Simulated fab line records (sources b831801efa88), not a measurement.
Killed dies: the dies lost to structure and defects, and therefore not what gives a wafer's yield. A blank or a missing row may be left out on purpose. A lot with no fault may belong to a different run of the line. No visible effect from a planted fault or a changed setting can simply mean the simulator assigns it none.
Which of the tools did it? -- flow sky130 -- 35 wafers from 12 lots sampled at 5 of the route's 708 steps

## WHAT THE GAUGES SHOWED, per wafer
The record holds no reading of a measuring or inspecting step that can be judged against a usual standard deviation.

## WHAT TOOL EACH LOT RAN ON (gives the tool, then ch and the chambers of the sampled wafers, and finally the start)
lot,SKY_VIA3_SPUTTER_20,SKY_METAL4_SPUTTER_02,SKY_METAL5_SPUTTER_04,SKY_PAD_OPEN_ETCH_07,SKY_PAD_OPEN_PROBE_99
L320,"pvdSputter-01, day 41 01:03","pvdSputter-02, day 41 01:53","pvdSputter-01, day 44 05:08","rieDiel-04 ch 0,3, day 47 00:04",-
L319,"pvdSputter-04, day 41 02:05","pvdSputter-03, day 41 02:49","pvdSputter-01, day 44 06:07","rieDiel-01 ch 2,3, day 47 01:46",-
L321,"pvdSputter-04, day 41 14:23","pvdSputter-02, day 41 15:05","pvdSputter-04, day 44 17:18","rieDiel-04 ch 0,1, day 47 12:09","prober-01, day 47 14:42"
L323,"pvdSputter-04, day 42 01:24","pvdSputter-01, day 42 02:07","pvdSputter-01, day 45 03:43","rieDiel-03 ch 0,3, day 47 21:21",-
L325,"pvdSputter-02, day 42 13:16","pvdSputter-01, day 42 13:58","pvdSputter-02, day 45 15:50","rieDiel-01 ch 0,1,2, day 48 07:09","prober-02, day 48 09:43"
L327,"pvdSputter-04, day 43 00:33","pvdSputter-03, day 43 01:19","pvdSputter-04, day 46 01:01","rieDiel-04 ch 0,1,3, day 48 15:59","prober-02, day 48 18:18"
L328,"pvdSputter-02, day 43 05:40","pvdSputter-03, day 43 06:22","pvdSputter-01, day 46 05:28","rieDiel-01 ch 0,2,3, day 48 20:10",-
L329,"pvdSputter-04, day 43 11:36","pvdSputter-02, day 43 12:19","pvdSputter-04, day 46 10:39","rieDiel-03 ch 0,3, day 49 00:52",-
L332,"pvdSputter-04, day 44 12:52","pvdSputter-01, day 44 13:41","pvdSputter-01, day 47 09:52","rieDiel-04 ch 2,3, day 49 19:35","prober-02, day 49 21:59"
L331,"pvdSputter-02, day 44 13:19","pvdSputter-03, day 44 14:01","pvdSputter-02, day 47 09:52","rieDiel-03 ch 0,3, day 49 19:58","prober-01, day 49 22:25"
L337,"pvdSputter-01, day 45 11:25","pvdSputter-03, day 45 12:12","pvdSputter-01, day 48 06:29","rieDiel-04 ch 2,3, day 50 14:20","prober-02, day 50 17:13"
L338,"pvdSputter-01, day 45 22:23","pvdSputter-03, day 45 23:06","pvdSputter-04, day 48 16:13","rieDiel-03 ch 0,2,3, day 50 22:23","prober-01, day 51 01:12"
- SKY_VIA3_SPUTTER_20: material TiN, target thk 20 nm, time 80 s.
- SKY_METAL4_SPUTTER_02: material AlCu, target thk 735 nm, time 39.1 s.
- SKY_METAL5_SPUTTER_04: material TiN, target thk 70 nm, time 58.3 s.
- SKY_PAD_OPEN_ETCH_07: etches the open film in CF4/O2, stops on AlCu, target depth 725 nm, time 161.1 s.
- SKY_PAD_OPEN_PROBE_99

## WHAT THE TOOLS THEMSELVES READ (means of the sampled wafers that have a number; where no wafer has one, the mark that the record gives instead)
SKY_VIA3_SPUTTER_20. Usual: 30.3 % for throttleValvePct, sd 0.92.
lot,tool,throttleValvePct (%),flag
L320,pvdSputter-01,30.7,
L319,pvdSputter-04,30.4,
L321,pvdSputter-04,30.4,
L323,pvdSputter-04,30.5,
L325,pvdSputter-02,30.5,
L327,pvdSputter-04,31.1,
L328,pvdSputter-02,30.5,
L329,pvdSputter-04,31.4,
L332,pvdSputter-04,30.2,
L331,pvdSputter-02,30.1,
L337,pvdSputter-01,30.9,
L338,pvdSputter-01,31.1,

SKY_METAL4_SPUTTER_02. Usual: 30.1 % for throttleValvePct, sd 0.99.
lot,tool,throttleValvePct (%),flag
L320,pvdSputter-02,30.4,
L319,pvdSputter-03,29.8,
L321,pvdSputter-02,30.4,
L323,pvdSputter-01,30.3,
L325,pvdSputter-01,30.1,
L327,pvdSputter-03,30.3,
L328,pvdSputter-03,30.0,
L329,pvdSputter-02,30.0,
L332,pvdSputter-01,29.3,
L331,pvdSputter-03,30.7,
L337,pvdSputter-03,29.9,
L338,pvdSputter-03,29.3,

SKY_METAL5_SPUTTER_04. Usual: 30.2 % for throttleValvePct, sd 1.1.
lot,tool,throttleValvePct (%),flag
L320,pvdSputter-01,31.0,
L319,pvdSputter-01,30.0,
L321,pvdSputter-04,30.6,
L323,pvdSputter-01,30.2,
L325,pvdSputter-02,30.3,
L327,pvdSputter-04,31.1,
L328,pvdSputter-01,30.8,
L329,pvdSputter-04,31.3,
L332,pvdSputter-01,30.4,
L331,pvdSputter-02,29.8,
L337,pvdSputter-01,30.3,
L338,pvdSputter-04,30.6,

SKY_PAD_OPEN_ETCH_07. Usual: drypumpMotorCurrentA 5.7 A, standard deviation 0.33; oesProductAu 0.977 a.u., standard deviation 0.0069; throttleValvePct 5.964 %, standard deviation 0.0095.
lot,tool,drypumpMotorCurrentA (A),oesProductAu (a.u.),throttleValvePct (%),flag
L320,rieDiel-04,5.6,0.973,5.963,
L319,rieDiel-01,5.5,0.979,5.958,
L321,rieDiel-04,5.6,0.979,5.965,
L323,rieDiel-03,6.2,0.976,5.964,
L325,rieDiel-01,5.7,0.982,5.962,
L327,rieDiel-04,5.6,0.970,5.964,
L328,rieDiel-01,5.7,0.975,5.962,
L329,rieDiel-03,5.9,0.982,5.962,
L332,rieDiel-04,5.5,0.979,5.965,
L331,rieDiel-03,6.2,0.972,5.965,
L337,rieDiel-04,5.5,0.978,5.974,
L338,rieDiel-03,5.8,0.983,5.965,

SKY_PAD_OPEN_PROBE_99. Usual: defectLimitedYield 82.5 %, standard deviation 2.2; killed_at_M0_to_M3 43, standard deviation 7.5; killed_at_M4_up 3.2, standard deviation 1.9; killedAtContacts 24, standard deviation 5.6; killedAtFrontEnd 15, standard deviation 4.8; killedAtOther 0.2, standard deviation 0.54; killedDies 86, standard deviation 11; killedOpen 47, standard deviation 7.6; killedShort 39, standard deviation 7.1; sort_bin_3_pad_short 0.8 %, standard deviation 0.36; sort_bin_5_function 10.4 %, standard deviation 1.6; sort_bin_6_memory 6.3 %, standard deviation 1.3; sortNPass 406, standard deviation 11; sortYieldPct 82.5 %, standard deviation 2.2.
lot,tool,defectLimitedYield (%),killed_at_M0_to_M3,killed_at_M4_up,killedAtContacts,killedAtFrontEnd,killedAtOther,killedDies,killedOpen,killedShort,sort_bin_3_pad_short (%),sort_bin_5_function (%),sort_bin_6_memory (%),sortNPass,sortYieldPct (%),flag
L321,prober-01,82.6,45,2.3,23,15,0.3,86,45,41,0.8,9.4,7.2,406,82.6,
L325,prober-02,81.6,47,3.3,24,16,0.0,90,50,40,1.1,9.9,7.4,402,81.6,
L327,prober-02,82.1,40,2.7,29,16,0.3,88,49,39,0.5,10.8,6.6,404,82.1,
L332,prober-02,80.1,51,4.3,29,14,0.7,98,59,39,0.7,11.7,7.6,394,80.1,
L331,prober-01,82.4,42,2.3,28,13,0.3,87,46,41,0.3,10.7,6.6,405,82.4,
L337,prober-02,80.4,48,2.0,28,18,0.0,96,40,41,2.0,12.2,5.4,396,80.4,OFF
L338,prober-01,82.1,57,2.0,14,15,0.0,88,34,33,1.9,11.4,4.6,404,82.1,OFF

## THE ANSWER, worked out from the rows above alone
Rule: a lot counts as off when the mean over its wafers that have a number is more than 3 standard deviations away from the usual mean. Also off: a lot with no number at a reading for which 4 or more lots have one. Where the step has rows for the other lots, those lots are counted as sound. First the gauges in route order, then the tools' own readings, where a lot's mean is used as printed above. At the first step where some lot is off, the reading lying furthest off is the one used; lots without a number count as furthest.
Off: L337, L338, at SKY_PAD_OPEN_PROBE_99 (sort_bin_3_pad_short). Neither off nor sound, because the step has no rows for them: L320, L319, L323, L328, L329.
If a tool, at that step or one of the process steps before it, ran each lot that is off and ran no sound lot following the first of them, it fits. Undecided on this evidence; 2 tools fit (pvdSputter-01 at SKY_VIA3_SPUTTER_20, pvdSputter-03 at SKY_METAL4_SPUTTER_02).

## WHAT THE SIMULATOR HAD PUT IN
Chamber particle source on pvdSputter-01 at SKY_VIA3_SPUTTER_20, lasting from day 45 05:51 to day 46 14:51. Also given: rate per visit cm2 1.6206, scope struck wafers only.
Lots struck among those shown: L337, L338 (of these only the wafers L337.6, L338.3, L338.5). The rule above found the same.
